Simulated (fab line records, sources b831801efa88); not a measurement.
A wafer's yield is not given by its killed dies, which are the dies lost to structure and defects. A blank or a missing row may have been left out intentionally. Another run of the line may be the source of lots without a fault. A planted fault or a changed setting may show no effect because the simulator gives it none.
Check for tools in common :: flow sky130 :: Sample size 11 lots and 33 wafers

THE REASON FOR OPENING IT
Of 11 lots, 2 have the reading SD_N_RS flagged at SKY_SD_N_RS_MEAS_16. Wafers without a fault read 68.50 ohm/sq, standard deviation 0.11.
Rule: flag the lot when none of its wafers has a number, or when each of its wafers that has one lies beyond 4 standard deviations from that mean. The other lots count as sound.

lot: L574
measured: day 27 09:01
on: film-metro-03
SD_N_RS (ohm/sq), wafer by wafer: 68.48 68.51 68.29
flag: 

lot: L577
measured: day 28 17:52
on: film-metro-04
SD_N_RS (ohm/sq), wafer by wafer: 68.47 68.74 68.44
flag: 

lot: L578
measured: day 29 04:25
on: film-metro-03
SD_N_RS (ohm/sq), wafer by wafer: 68.43 68.82 68.57
flag: 

lot: L582
measured: day 30 14:39
on: film-metro-02
SD_N_RS (ohm/sq), wafer by wafer: 71.75 71.84 71.74
flag: FLAGGED

lot: L580
measured: day 30 16:34
on: film-metro-04
SD_N_RS (ohm/sq), wafer by wafer: 71.68 71.69 71.80
flag: FLAGGED

lot: L589
measured: day 32 22:41
on: film-metro-03
SD_N_RS (ohm/sq), wafer by wafer: 68.42 68.49 68.46
flag: 

lot: L591
measured: day 33 14:50
on: film-metro-02
SD_N_RS (ohm/sq), wafer by wafer: 68.55 68.42 68.43
flag: 

lot: L593
measured: day 34 01:41
on: film-metro-04
SD_N_RS (ohm/sq), wafer by wafer: 68.69 68.56 68.44
flag: 

lot: L594
measured: day 34 06:29
on: film-metro-04
SD_N_RS (ohm/sq), wafer by wafer: 68.63 68.44 68.62
flag: 

lot: L595
measured: day 34 11:33
on: film-metro-04
SD_N_RS (ohm/sq), wafer by wafer: 68.47 68.59 68.55
flag: 

lot: L597
measured: day 36 08:49
on: film-metro-03
SD_N_RS (ohm/sq), wafer by wafer: 68.41 68.56 68.35
flag: 
The mean of the flagged lots' numbers is 71.75 ohm/sq, +3.25 ohm/sq from the usual (+30 standard deviations).

TOOL THAT RAN EACH LOT
The record holds 2 process steps before the reading, out of a route of 708 steps. Each cell gives the tool, then ch followed by the chambers the sampled wafers passed through, then the start.
lot: L574
flag: 
SKY_SD_N_IMPLANT_09: implanter-02 ch 0, day 27 08:20
SKY_SD_N_STRIP_11: plasma-asher-01 ch 1, day 27 08:37

lot: L577
flag: 
SKY_SD_N_IMPLANT_09: implanter-01 ch 0, day 28 17:11
SKY_SD_N_STRIP_11: plasma-asher-03 ch 0,1, day 28 17:29

lot: L578
flag: 
SKY_SD_N_IMPLANT_09: implanter-01 ch 0, day 29 03:44
SKY_SD_N_STRIP_11: plasma-asher-02 ch 0,1, day 29 04:02

lot: L582
flag: FLAGGED
SKY_SD_N_IMPLANT_09: implanter-01 ch 0, day 30 13:55
SKY_SD_N_STRIP_11: plasma-asher-03 ch 0,1, day 30 14:13

lot: L580
flag: FLAGGED
SKY_SD_N_IMPLANT_09: implanter-01 ch 0, day 30 15:53
SKY_SD_N_STRIP_11: plasma-asher-01 ch 0,1, day 30 16:10

lot: L589
flag: 
SKY_SD_N_IMPLANT_09: implanter-03 ch 0, day 32 22:01
SKY_SD_N_STRIP_11: plasma-asher-02 ch 0,1, day 32 22:17

lot: L591
flag: 
SKY_SD_N_IMPLANT_09: implanter-01 ch 0, day 33 14:10
SKY_SD_N_STRIP_11: plasma-asher-03 ch 0,1, day 33 14:28

lot: L593
flag: 
SKY_SD_N_IMPLANT_09: implanter-02 ch 0, day 34 00:59
SKY_SD_N_STRIP_11: plasma-asher-02 ch 0,1, day 34 01:17

lot: L594
flag: 
SKY_SD_N_IMPLANT_09: implanter-02 ch 0, day 34 05:47
SKY_SD_N_STRIP_11: plasma-asher-03 ch 0, day 34 06:05

lot: L595
flag: 
SKY_SD_N_IMPLANT_09: implanter-01 ch 0, day 34 10:52
SKY_SD_N_STRIP_11: plasma-asher-03 ch 0,1, day 34 11:10

lot: L597
flag: 
SKY_SD_N_IMPLANT_09: implanter-02 ch 0, day 36 08:08
SKY_SD_N_STRIP_11: plasma-asher-01 ch 0,1, day 36 08:25
These steps, and what they do:
- SKY_SD_N_IMPLANT_09
- SKY_SD_N_STRIP_11: strips in O2/N2.
- SKY_SD_N_RS_MEAS_16: measures by four-point-probe.

FLAGGED AGAINST TOTAL, ONE TOOL AT A TIME (gauges that did the reading follow at the end)
step: SKY_SD_N_IMPLANT_09
tool: implanter-01
lots run: 6
flagged: 2
share of the flagged lots: all
sound lots run after its first flagged lot: 2 (L591,L595)

step: SKY_SD_N_IMPLANT_09
tool: implanter-02
lots run: 4
flagged: 0
share of the flagged lots: none
sound lots run after its first flagged lot: -

step: SKY_SD_N_IMPLANT_09
tool: implanter-03
lots run: 1
flagged: 0
share of the flagged lots: none
sound lots run after its first flagged lot: -

step: SKY_SD_N_STRIP_11
tool: plasma-asher-01
lots run: 3
flagged: 1
share of the flagged lots: some
sound lots run after its first flagged lot: 1 (L597)

step: SKY_SD_N_STRIP_11
tool: plasma-asher-02
lots run: 3
flagged: 0
share of the flagged lots: none
sound lots run after its first flagged lot: -

step: SKY_SD_N_STRIP_11
tool: plasma-asher-03
lots run: 5
flagged: 1
share of the flagged lots: some
sound lots run after its first flagged lot: 3 (L591,L594,L595)

step: SKY_SD_N_RS_MEAS_16
tool: film-metro-02
lots run: 2
flagged: 1
share of the flagged lots: some
sound lots run after its first flagged lot: 1 (L591)

step: SKY_SD_N_RS_MEAS_16
tool: film-metro-03
lots run: 4
flagged: 0
share of the flagged lots: none
sound lots run after its first flagged lot: -

step: SKY_SD_N_RS_MEAS_16
tool: film-metro-04
lots run: 5
flagged: 1
share of the flagged lots: some
sound lots run after its first flagged lot: 3 (L593,L594,L595)

WHAT THE TABLE PERMITS
In the table, 1 row covers all flagged lots: implanter-01 at SKY_SD_N_IMPLANT_09.
- implanter-01 at SKY_SD_N_IMPLANT_09 ran 6 lots, 2 of them flagged. Sound lots followed the first flagged one (L591, L595) on it, something a lasting fault affecting the whole tool could not allow. Its own readings lie more than 4 standard deviations out on every wafer of the flagged lots: beam-energy-keV.
Every row of the table either missed a flagged lot or ran a sound lot after the first.

WHAT THE SIMULATOR PUT IN
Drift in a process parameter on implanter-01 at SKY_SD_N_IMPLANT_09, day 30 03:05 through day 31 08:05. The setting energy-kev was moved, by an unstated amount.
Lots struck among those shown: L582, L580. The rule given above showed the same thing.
